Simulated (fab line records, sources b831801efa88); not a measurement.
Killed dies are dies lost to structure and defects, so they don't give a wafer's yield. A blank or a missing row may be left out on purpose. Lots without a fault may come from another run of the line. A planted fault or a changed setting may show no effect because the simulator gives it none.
Which tool did it? | flow sky130 | 13 lots, 39 wafers sampled, at 5 steps of a route of 708

WHAT THE GAUGES READ, wafer by wafer
SKY_RES_XHIGH_TW_MEAS_09.
lot  | measured     | on            | RES_XHIGH_TW
L233 | day 26 14:58 | film_metro-03 | 1639 1642 1639
L234 | day 26 18:38 | film_metro-03 | 1645 1635 1632
L235 | day 27 07:03 | film_metro-02 | 1628 1624 1632
L236 | day 27 17:13 | film_metro-03 | 1640 1640 1638
L238 | day 28 20:41 | film_metro-01 | 1651 1640 1645
L240 | day 29 10:22 | film_metro-02 | 1633 1642 1635
L241 | day 29 18:13 | film_metro-02 | 1640 1647 1632
L243 | day 30 14:04 | film_metro-03 | 1620 1624 1631
L249 | day 32 06:52 | film_metro-02 | 1632 1639 1638
L250 | day 32 14:04 | film_metro-01 | 1632 1632 1635
L252 | day 33 09:13 | film_metro-01 | 1649 1640 1646
L254 | day 33 17:19 | film_metro-03 | 1625 1633 1634
L255 | day 33 22:10 | film_metro-01 | 1645 1650 1655

SKY_LI_CONTACT_THK_MEAS_01.
lot  | measured     | on            | LI_CONTACT_HDPCVD_THK (nm)
L233 | day 27 21:09 | film_metro-01 | 948 944 944
L234 | day 28 00:10 | film_metro-02 | 930 934 923
L235 | day 28 12:43 | film_metro-03 | 931 921 933
L236 | day 28 22:56 | film_metro-02 | 926 941 931
L238 | day 30 01:52 | film_metro-03 | 927 918 928
L240 | day 30 14:34 | film_metro-01 | 935 925 932
L241 | day 30 22:49 | film_metro-02 | 943 941 943
L243 | day 31 18:59 | film_metro-02 | 932 927 928
L249 | day 33 10:38 | film_metro-03 | 917 941 925
L250 | day 33 17:31 | film_metro-01 | 931 944 935
L252 | day 34 12:55 | film_metro-03 | 950 950 943
L254 | day 34 20:12 | film_metro-01 | 922 914 913
L255 | day 35 00:44 | film_metro-03 | 948 942 936

SKY_LI_CONTACT_CD_MEAS_12: target cd 170 nm.
lot  | measured     | on        | cd_nm (nm)
L233 | day 29 01:55 | cd_sem-02 | 168.0 169.1 168.1
L234 | day 29 04:55 | cd_sem-02 | 172.0 171.1 172.5
L235 | day 29 17:02 | cd_sem-01 | 168.2 169.2 168.4
L236 | day 30 03:05 | cd_sem-01 | 168.4 169.8 169.2
L238 | day 31 06:05 | cd_sem-02 | 170.1 169.3 168.2
L240 | day 31 18:37 | cd_sem-01 | 149.1 149.3 149.3
L241 | day 32 02:05 | cd_sem-01 | 171.1 169.3 168.4
L243 | day 32 22:35 | cd_sem-02 | 168.1 168.8 167.8
L249 | day 34 13:26 | cd_sem-01 | 170.8 171.5 170.1
L250 | day 34 19:32 | cd_sem-01 | 166.8 168.4 168.4
L252 | day 35 15:44 | cd_sem-01 | 171.2 171.1 171.3
L254 | day 35 22:46 | cd_sem-01 | 171.1 170.4 171.6
L255 | day 36 03:28 | cd_sem-01 | 170.2 170.7 170.3

SKY_LI_CONTACT_OVL_MEAS_13.
lot  | measured     | on         | LI_CONTACT_OVL (nm)
L233 | day 29 02:02 | overlay-01 | 10 3 1
L234 | day 29 05:00 | overlay-02 | 5 0 -3
L235 | day 29 17:09 | overlay-02 | -6 -4 -5
L236 | day 30 03:11 | overlay-01 | -1 3 -3
L238 | day 31 06:11 | overlay-01 | -9 -5 -9
L240 | day 31 18:44 | overlay-02 | 1 11 4
L241 | day 32 02:11 | overlay-02 | 0 4 -1
L243 | day 32 22:43 | overlay-02 | 10 10 5
L249 | day 34 13:32 | overlay-01 | 4 6 -8
L250 | day 34 19:40 | overlay-02 | 8 8 0
L252 | day 35 15:52 | overlay-01 | -3 -4 4
L254 | day 35 22:53 | overlay-02 | 1 4 1
L255 | day 36 03:34 | overlay-01 | 6 12 15

WHICH TOOL RAN EACH LOT (tool, then ch and the chambers of the sampled wafers, then the start)
lot  | SKY_LI_CONTACT_EXPOSE_09
L233 | krf_scanner-01 ch 0, day 28 12:13
L234 | krf_scanner-02 ch 0, day 28 14:56
L235 | krf_scanner-01 ch 0, day 29 03:19
L236 | krf_scanner-01 ch 0, day 29 13:20
L238 | krf_scanner-02 ch 0, day 30 15:46
L240 | krf_scanner-01 ch 0, day 31 05:28
L241 | krf_scanner-01 ch 0, day 31 12:18
L243 | krf_scanner-01 ch 0, day 32 09:32
L249 | krf_scanner-02 ch 0, day 34 00:38
L250 | krf_scanner-01 ch 0, day 34 07:02
L252 | krf_scanner-01 ch 0, day 35 02:37
L254 | krf_scanner-01 ch 0, day 35 09:59
L255 | krf_scanner-01 ch 0, day 35 13:54
- SKY_LI_CONTACT_EXPOSE_09: exposes mask LICM1, target cd 170 nm.

WHAT THE TOOLS THEMSELVES READ (means of the sampled wafers that have a number; where no wafer has one, the mark that the record gives instead)
SKY_LI_CONTACT_EXPOSE_09.
lot  | tool           | reticle_temp_C (C) | stage_vel_mm_s (mm/s)
L233 | krf_scanner-01 | 23.09              | 499.87
L234 | krf_scanner-02 | 22.95              | 500.09
L235 | krf_scanner-01 | 23.09              | 499.90
L236 | krf_scanner-01 | 22.95              | 499.84
L238 | krf_scanner-02 | 22.86              | 499.95
L240 | krf_scanner-01 | 22.90              | 500.16
L241 | krf_scanner-01 | 23.12              | 500.01
L243 | krf_scanner-01 | 23.10              | 500.07
L249 | krf_scanner-02 | 23.06              | 499.97
L250 | krf_scanner-01 | 22.81              | 499.94
L252 | krf_scanner-01 | 22.94              | 500.16
L254 | krf_scanner-01 | 22.98              | 500.17
L255 | krf_scanner-01 | 23.05              | 499.96

THE ANSWER, worked out from the rows above alone
Rule: what is usual is taken from the lots themselves. Put in order of their means at a reading, lots are off if they are a third of the lots or fewer, leave a main group of 4 or more, and stand apart from it by a gap of 3 or more times the standard deviation of the main group's means; of several such gaps the widest counts. A main group whose means are all the same, to the digits that the tables above print for the reading, isn't used. A lot without any number at a reading at which 4 lots or more have one is off too. The other lots that the step has rows for count as sound. The gauges are gone through in route order, then the tools' own readings, and for those a lot's mean is taken as printed above. The first step at which some lot is off is used, and at that step the reading that is off furthest; a lot without a number counts as furthest.
Off: L240, at SKY_LI_CONTACT_CD_MEAS_12 (cd_nm). The main group: mean 169.7 nm, standard deviation 1.3.
A tool fits if, at a process step before that reading, it ran every lot that is off, and no sound lot after the first of them. The gauges at SKY_LI_CONTACT_CD_MEAS_12 are tried like those tools. None of those tried fits.

WHAT THE SIMULATOR HAD PUT IN
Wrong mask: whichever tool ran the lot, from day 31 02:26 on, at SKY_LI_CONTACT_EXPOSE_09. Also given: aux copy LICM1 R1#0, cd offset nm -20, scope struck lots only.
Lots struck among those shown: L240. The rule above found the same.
